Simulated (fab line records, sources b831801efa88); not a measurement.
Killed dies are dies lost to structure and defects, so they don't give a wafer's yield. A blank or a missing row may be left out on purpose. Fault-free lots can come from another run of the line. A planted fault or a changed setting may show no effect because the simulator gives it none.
A single fault, viewed from 2 desks    flow gf180mcu    what lay behind the numbers comes last; until then each desk has only its own

== AT THE METROLOGY DESK ==
Lot by lot, what the gauges showed, no matter which tool ran the lot: averages of those sampled wafers that carry a number. If a lot's mean is further than 4 standard deviations from the usual mean, the lot is out of limits and carries the mark OUT (the distance appears in the brackets).
Columns: A = V5_BOW at GF_V5_BOW_MEAS_05, usual 135 um; B = cd_nm at GF_V5_CD_MEAS_14, usual 259.9 nm; C = V5_OVL at GF_V5_OVL_MEAS_15, usual -2 nm
lot   first seen here  A    B      C
L822  day 26 02:43     142  259.0  0
L824  day 26 22:46     150  258.5  -3
L825  day 27 05:55     108  260.4  -8
L826  day 27 09:50     112  261.0  -5
L827  day 27 17:50     131  260.7  -5
L828  day 28 04:28     138  258.9  2
L835  day 30 03:56     121  261.8  -2
L836  day 30 12:20     143  259.9  -1
L838  day 30 22:08     127  260.9  -1
L839  day 31 15:40     135  260.1  -1
L840  day 31 15:47     127  260.1  -1
L845  day 32 22:37     141  259.9  1
L844  day 33 01:35     135  259.6  -1
This desk's verdict: no lot among the 13 shows anything out of limits.

== AT THE TOOL OWNER'S DESK: pecvd-02 ==
The tool's own readings at GF_V5_CVD_02 (deposits SiO2 from TEOS, target thk 1450 nm, time 163.28 s): means of the sampled wafers that have a number, for each lot that ran on this tool. If a lot's mean is further than 4 standard deviations from the usual mean, the lot is out of limits and carries the mark OUT (the distance appears in the brackets).
Columns: A = heater_power_outer_w at GF_V5_CVD_02, usual 348 W; B = heater_power_w at GF_V5_CVD_02, usual 610 W
lot   first seen here  A    B
L822  day 26 02:15     398  681
L824  day 26 22:18     371  642
L836  day 30 11:52     349  625
L838  day 30 21:17     335  604
L845  day 32 22:04     341  619
L844  day 33 01:03     355  640
This desk's verdict: no lot among the 6 shows anything out of limits.

== TAKEN TOGETHER ==
At the metrology desk, nothing out of limits was observed.
The tool owner's desk saw nothing out of limits.

== WHAT HAD BEEN PUT IN BY THE SIMULATOR ==
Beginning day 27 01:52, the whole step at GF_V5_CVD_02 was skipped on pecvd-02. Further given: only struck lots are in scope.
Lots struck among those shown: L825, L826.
